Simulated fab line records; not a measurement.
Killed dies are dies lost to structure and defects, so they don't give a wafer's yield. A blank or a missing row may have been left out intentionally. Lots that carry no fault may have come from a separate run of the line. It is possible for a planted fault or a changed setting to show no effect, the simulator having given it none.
Problem report, 8D (eight disciplines) form, completed by code || flow sky130 || the parts of the form that need people (team, actions taken, sign-off) are left out

== 1. THE ISSUE ==
Wafers without a fault read 16, standard deviation 4.5; killed-at-front-end at SKY_PAD_OPEN_PROBE_99 reads a mean of 75 on 2 wafers belonging to 2 lots. Measured from the usual mean, that is +13 standard deviations.
First seen on wafer L754.1, day 50 01:47, on prober-02. The record holds 36 wafers of 12 lots with a number at this step. The rule behind "out" and "out of limits": a value lying over 4 standard deviations away from the usual mean. All remaining wafers that have a number are taken as sound.

== 2. WHAT IT IS, WHAT IT ISN'T ==
{"question": "which readings at this step", "is": "killed-at-front-end, killed-dies", "is not": "killed_at_M0_to_M3, killed-at-contacts, killed-at-other, killed-open, killed-short"}
{"question": "which lots", "is": "L754, L756", "is not": "L735, L736, L737, L738, L740, L741, L744, L747, L749, L755"}
{"question": "which wafers of those lots", "is": "L754.1, L756.2", "is not": "L754.2, L754.6, L756.1, L756.5"}
{"question": "read on which tools", "is": "prober-02", "is not": "prober-01"}
{"question": "when", "is": "from day 50 01:47", "is not": "up to then (27 sound wafers); but 7 sound wafers of L754, L755, L756 came after"}

== 3. THE SUSPECTS, EACH WITH WHAT RULES IT OUT ==
Counting: a tool at a process step up to the reading stays a suspect if it ran every lot that is out. Sound lots after the first of them don't rule it out here, since some wafers of a struck lot are sound.
- plasma-asher-01 at SKY_DNWELL_STRIP_08 (strips in O2/N2): kept. It ran every lot that is out, first L754 (day 7 09:34); its last sound lot up to then is L749 (day 6 07:25).
- pvd-sputter-03 at SKY_VIA4_SPUTTER_17 (material TiN, target thk 20 nm, time 80 s): kept. It ran every lot that is out, first L754 (day 47 15:23); its last sound lot up to then is L747 (day 46 11:56).
- prober-02 at SKY_PAD_OPEN_PROBE_99: kept. It ran every lot that is out, first L754 (day 50 01:47); its last sound lot up to then is L749 (day 48 21:14). On those wafers its own readings are out: killed-at-front-end, killed-dies.
- Within plasma-asher-01 at SKY_DNWELL_STRIP_08, the wafers that are out were processed in chamber 1 and their sound lot-mates in chamber 0.
The count leaves plasma-asher-01 at SKY_DNWELL_STRIP_08, pvd-sputter-03 at SKY_VIA4_SPUTTER_17, and prober-02 at SKY_PAD_OPEN_PROBE_99.

== 4. THE CAUSE (what the simulator had put in) ==
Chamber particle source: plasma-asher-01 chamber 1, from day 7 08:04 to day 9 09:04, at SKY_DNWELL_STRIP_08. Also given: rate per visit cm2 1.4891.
After counting, 3 suspects remain, this tool included.

== 5. SEQUENCE OF EFFECTS, ordered by route ==
Rows list readings where the struck wafers' mean (over those with a number) sits beyond 3 standard deviations from the usual. Scope: only readings with a usual standard deviation given in the record; hours: median across lots of the time from each lot's start at the first step in this table that gives one to its start at this step; sigmas: change in usual standard deviations.
{"hours": 0, "step": "SKY_PAD_OPEN_PROBE_99", "reading": "killed-at-front-end", "usual": 16, "on struck wafers": 75, "change": "+59", "sigmas": "+13"}
{"hours": 0, "step": "SKY_PAD_OPEN_PROBE_99", "reading": "killed-dies", "usual": 87, "on struck wafers": 133, "change": "+46", "sigmas": "+4.6"}
Here are the process steps it includes:
- SKY_PAD_OPEN_PROBE_99

== 6. WHAT WOULD HAVE CAUGHT IT SOONER ==
The fault began at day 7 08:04; the first out-of-limits reading in this record came at day 50 01:47, 1026 hours later.
Of the tool readings at SKY_DNWELL_STRIP_08 for which the record gives a usual standard deviation, none was out on any struck wafer, so an alarm limit of 4 standard deviations on them would not have fired.
All the lots that are out (2) had begun SKY_DNWELL_STRIP_08 on plasma-asher-01 by day 50 01:47. Tool hold at that time: it would have spared none of them.
